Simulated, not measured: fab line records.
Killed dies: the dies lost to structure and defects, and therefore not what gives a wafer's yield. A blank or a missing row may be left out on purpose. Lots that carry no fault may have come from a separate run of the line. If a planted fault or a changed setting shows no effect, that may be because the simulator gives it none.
Which of the tools did it? || flow gf180mcu || Sampling: 13 lots, 39 wafers, 3 of 602 route steps

WHAT THE GAUGES SHOWED, per wafer
GF_V5_THK_MEAS_25: measures by xrf.
{"lot": "L150", "measured": "day 27 03:49", "on": "film-metro-02", "V5_W_THK (nm)": "370 372 367"}
{"lot": "L152", "measured": "day 27 14:28", "on": "film-metro-04", "V5_W_THK (nm)": "358 358 355"}
{"lot": "L154", "measured": "day 28 15:04", "on": "film-metro-04", "V5_W_THK (nm)": "364 360 359"}
{"lot": "L159", "measured": "day 29 23:29", "on": "film-metro-02", "V5_W_THK (nm)": "375 368 370"}
{"lot": "L160", "measured": "day 30 09:33", "on": "film-metro-03", "V5_W_THK (nm)": "373 374 373"}
{"lot": "L161", "measured": "day 30 16:03", "on": "film-metro-02", "V5_W_THK (nm)": "362 372 364"}
{"lot": "L162", "measured": "day 30 17:14", "on": "film-metro-02", "V5_W_THK (nm)": "375 372 362"}
{"lot": "L168", "measured": "day 32 05:08", "on": "film-metro-04", "V5_W_THK (nm)": "359 359 373"}
{"lot": "L169", "measured": "day 32 16:46", "on": "film-metro-03", "V5_W_THK (nm)": "368 377 368"}
{"lot": "L170", "measured": "day 32 19:26", "on": "film-metro-02", "V5_W_THK (nm)": "380 361 374"}
{"lot": "L171", "measured": "day 32 22:24", "on": "film-metro-03", "V5_W_THK (nm)": "376 369 372"}
{"lot": "L172", "measured": "day 33 06:35", "on": "film-metro-03", "V5_W_THK (nm)": "368 369 370"}
{"lot": "L173", "measured": "day 33 13:27", "on": "film-metro-02", "V5_W_THK (nm)": "368 366 371"}

GF_PASSIVATION_THK_MEAS_01.
{"lot": "L150", "measured": "day 28 01:39", "on": "film-metro-04", "PASSIVATION_CVD_00_THK (nm)": "1003 1006 1011"}
{"lot": "L152", "measured": "day 28 11:40", "on": "film-metro-04", "PASSIVATION_CVD_00_THK (nm)": "990 1025 1003"}
{"lot": "L154", "measured": "day 29 12:24", "on": "film-metro-01", "PASSIVATION_CVD_00_THK (nm)": "988 997 1017"}
{"lot": "L159", "measured": "day 30 18:47", "on": "film-metro-01", "PASSIVATION_CVD_00_THK (nm)": "985 996 999"}
{"lot": "L160", "measured": "day 31 05:10", "on": "film-metro-01", "PASSIVATION_CVD_00_THK (nm)": "1001 1014 1001"}
{"lot": "L161", "measured": "day 31 11:13", "on": "film-metro-04", "PASSIVATION_CVD_00_THK (nm)": "997 996 1023"}
{"lot": "L162", "measured": "day 31 12:19", "on": "film-metro-03", "PASSIVATION_CVD_00_THK (nm)": "991 1023 1020"}
{"lot": "L168", "measured": "day 32 23:16", "on": "film-metro-04", "PASSIVATION_CVD_00_THK (nm)": "988 1011 1009"}
{"lot": "L169", "measured": "day 33 10:08", "on": "film-metro-01", "PASSIVATION_CVD_00_THK (nm)": "980 1007 1009"}
{"lot": "L170", "measured": "day 33 12:35", "on": "film-metro-01", "PASSIVATION_CVD_00_THK (nm)": "983 990 997"}
{"lot": "L171", "measured": "day 33 15:20", "on": "film-metro-04", "PASSIVATION_CVD_00_THK (nm)": "1001 1015 1008"}
{"lot": "L172", "measured": "day 33 23:41", "on": "film-metro-01", "PASSIVATION_CVD_00_THK (nm)": "994 999 1007"}
{"lot": "L173", "measured": "day 34 06:05", "on": "film-metro-04", "PASSIVATION_CVD_00_THK (nm)": "983 988 1007"}

TOOL THAT RAN EACH LOT (tool first, then ch and the chambers of the sampled wafers, then the start)
{"lot": "L150", "GF_PASSIVATION_CVD_00": "pecvd-01 ch 0,2, day 28 01:34"}
{"lot": "L152", "GF_PASSIVATION_CVD_00": "pecvd-04 ch 0,1,2, day 28 11:35"}
{"lot": "L154", "GF_PASSIVATION_CVD_00": "pecvd-02 ch 0,2, day 29 12:19"}
{"lot": "L159", "GF_PASSIVATION_CVD_00": "pecvd-04 ch 1,2, day 30 18:43"}
{"lot": "L160", "GF_PASSIVATION_CVD_00": "pecvd-01 ch 0,1,2, day 31 05:05"}
{"lot": "L161", "GF_PASSIVATION_CVD_00": "pecvd-04 ch 0,2, day 31 11:08"}
{"lot": "L162", "GF_PASSIVATION_CVD_00": "pecvd-04 ch 0,1, day 31 12:13"}
{"lot": "L168", "GF_PASSIVATION_CVD_00": "pecvd-04 ch 0,1, day 32 23:11"}
{"lot": "L169", "GF_PASSIVATION_CVD_00": "pecvd-04 ch 0,1,2, day 33 10:02"}
{"lot": "L170", "GF_PASSIVATION_CVD_00": "pecvd-04 ch 1,2, day 33 12:30"}
{"lot": "L171", "GF_PASSIVATION_CVD_00": "pecvd-01 ch 0,1,2, day 33 15:15"}
{"lot": "L172", "GF_PASSIVATION_CVD_00": "pecvd-04 ch 0,1,2, day 33 23:36"}
{"lot": "L173", "GF_PASSIVATION_CVD_00": "pecvd-01 ch 0,1,2, day 34 06:01"}
- GF_PASSIVATION_CVD_00: deposits SiO2 from TEOS, target thk 1000 nm, time 111.95 s.

AS READ BY THE TOOLS THEMSELVES (means over the sampled wafers that have a number; for cases with no such wafer, the mark the record gives instead)
GF_PASSIVATION_CVD_00.
{"lot": "L150", "tool": "pecvd-01", "heater-power-w (W)": 851}
{"lot": "L152", "tool": "pecvd-04", "heater-power-w (W)": 679}
{"lot": "L154", "tool": "pecvd-02", "heater-power-w (W)": 571}
{"lot": "L159", "tool": "pecvd-04", "heater-power-w (W)": 656}
{"lot": "L160", "tool": "pecvd-01", "heater-power-w (W)": 740}
{"lot": "L161", "tool": "pecvd-04", "heater-power-w (W)": 712}
{"lot": "L162", "tool": "pecvd-04", "heater-power-w (W)": 685}
{"lot": "L168", "tool": "pecvd-04", "heater-power-w (W)": 621}
{"lot": "L169", "tool": "pecvd-04", "heater-power-w (W)": 718}
{"lot": "L170", "tool": "pecvd-04", "heater-power-w (W)": 669}
{"lot": "L171", "tool": "pecvd-01", "heater-power-w (W)": 721}
{"lot": "L172", "tool": "pecvd-04", "heater-power-w (W)": 693}
{"lot": "L173", "tool": "pecvd-01", "heater-power-w (W)": 753}

THE ANSWER, worked out from the rows above alone
Rule: what is usual is taken from the lots themselves. The widest of any qualifying gaps counts: lots, ordered by their means at a reading, are off when they make up no more than a third of the lots, leave a main group of 4 or more, and stand apart from it by 3 or more times the standard deviation of that group's means. A main group whose means are all the same, to the digits that the tables above print for the reading, isn't used. Also off: a lot with no number at a reading for which 4 or more lots have one. All remaining lots with rows at the step are treated as sound. The gauges are gone through in route order, then the tools' own readings, and for those a lot's mean is taken as printed above. The first step at which some lot is off is used, and at that step the reading that is off furthest; a lot without a number counts as furthest.
None of the lots is off at any reading shown; this tells nothing.

WHAT THE SIMULATOR PUT IN
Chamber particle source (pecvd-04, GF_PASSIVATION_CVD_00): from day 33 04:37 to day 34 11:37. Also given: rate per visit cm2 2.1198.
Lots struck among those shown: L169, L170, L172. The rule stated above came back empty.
